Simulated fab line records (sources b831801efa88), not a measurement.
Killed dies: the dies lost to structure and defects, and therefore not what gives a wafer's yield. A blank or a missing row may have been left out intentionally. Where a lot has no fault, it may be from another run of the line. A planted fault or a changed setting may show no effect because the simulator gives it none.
A lot that was struck, set against a sound lot || flow sky130 || 15 steps out of a route of 708
Sound: wafers L362.1, L362.2, L362.6. Struck: wafer L370.2 (left out: L370.1, a lot-mate that was not struck); the cause follows at the end.
Each step with rows lists, per side, the tool, then ch with its chambers, then its first start. Under that, the readings that differ: sound wafers || struck wafers || difference of the means || sigmas: that difference in standard deviations of wafers without a fault.
alike: words and numbers the same on both sides, and readings whose means are apart by under 2 such deviations; not compared: readings that were withheld, readings missing a value for some wafer, numbers with overlapping values and no deviation given by the record, and bounds like >300 which may hide the same value.
Wherever a step has rows on one side only, a row that says differs or no value, or a row with sigmas, the two part there. Numbers that have no deviation but don't overlap get no sigmas and don't part them. A reading missing from all wafers of one side parts the sides only when that side holds two or more wafers.

first, 3 steps without rows for these wafers: SKY_CONTACT_EXPOSE_11 (exposes mask CTM1, target cd 170 nm); SKY_CONTACT_PEB_12; SKY_CONTACT_DEVELOP_13 (develop time 60 s).
SKY_CONTACT_CD_MEAS_14: the cd target is 170 nm.
  sound on cd_sem-02, day 33 23:19; struck on cd_sem-02, day 36 14:31
  alike: cd_nm
SKY_CONTACT_OVL_MEAS_15:
  sound on overlay-02, day 33 23:26; struck on overlay-01, day 36 14:38
  alike: CONTACT_OVL
SKY_CONTACT_ETCH_16: etches BARC in N2/H2, stops on SiO2, time 45.9 s, target depth 60 nm.
  sound on rie_diel-02 ch 0,1, day 33 23:28; struck on rie_diel-03 ch 1, day 36 14:40
{"reading": "drypump_motor_current_A (A)", "sound": "4.7 5.9 4.7", "struck": 6.4, "difference": "+1.3", "sigmas": "+3"}
  alike: n2_flow_sccm, oes_product_au, throttle_valve_pct
  not compared: rf_hours_counter_h
SKY_CONTACT_ETCH_17: etches SiO2 in C4F8/O2/Ar, stops on Si3N4, target depth 340 nm.
  sound on rie_diel-02 ch 0,1, day 33 23:31; struck on rie_diel-03 ch 1, day 36 14:43
  alike: oes_product_au
SKY_CONTACT_ETCH_18: etches Si3N4 in CHF3/O2, stops on TiN, time 39 s, target depth 75 nm.
  sound on rie_diel-02 ch 0,1; struck on rie_diel-03 ch 1
{"reading": "drypump_motor_current_A (A)", "sound": "4.7 5.8 4.7", "struck": 6.3, "difference": "+1.2", "sigmas": "+2"}
{"reading": "oes_product_au (a.u.)", "sound": "0.864 0.857 0.858", "struck": 0.840, "difference": -0.020, "sigmas": -2}
{"reading": "throttle_valve_pct (%)", "sound": "8.808 8.787 8.792", "struck": 8.778, "difference": -0.018, "sigmas": -2}
  not compared: rf_hours_counter_h
SKY_CONTACT_STRIP_19: strips in O2/N2.
  sound on plasma_asher-02 ch 0,1, day 33 23:36; struck on plasma_asher-01 ch 1, day 36 14:48
  alike: drypump_motor_current_A, n2_flow_sccm, oes_product_au, strip_time_to_endpoint_s
  not compared: rf_hours_counter_h
then, 3 steps without rows for these wafers: SKY_CONTACT_STRIP_20 (strips in post etch residue remover, time 1200 s); SKY_CONTACT_CLEAN_21 (cleans in IPA, time 180 s); SKY_CONTACT_CLEAN_22 (cleans in O3/DIW).
SKY_CONTACT_SPUTTER_23: material TiN, target thk 20 nm, time 80 s.
  sound on pvd_sputter-03, day 34 00:11; struck on pvd_sputter-02, day 36 15:28
{"reading": "model.TiN_of_CONTACT_SPUTTER_23.thk_nm (nm)", "sound": "19.91 19.7 19.78", "struck": 25.68, "difference": "+5.88", "sigmas": ""}
  alike: throttle_valve_pct
SKY_CONTACT_CVD_24: deposits W, target thk 340 nm, time 102.12 s.
  sound on cvd_w-01 ch 0,1, day 34 00:15; struck on cvd_w-02 ch 0, day 36 15:31
  alike: heater_power_w
-- the record jumps here: 13 days lie between the struck wafers' starts before and after (it left off in module CONTACT and takes up again in module PAD_OPEN, whose first step shown is number 708 of the route) --
SKY_PAD_OPEN_PROBE_99:
  the record has rows for the struck wafers here (prober-01, day 49 17:46) and none for the sound ones

== WHERE THEY PART ==
Earliest at SKY_CONTACT_ETCH_16; latest, in this record, at SKY_PAD_OPEN_PROBE_99.

WHY: what the simulator had put in
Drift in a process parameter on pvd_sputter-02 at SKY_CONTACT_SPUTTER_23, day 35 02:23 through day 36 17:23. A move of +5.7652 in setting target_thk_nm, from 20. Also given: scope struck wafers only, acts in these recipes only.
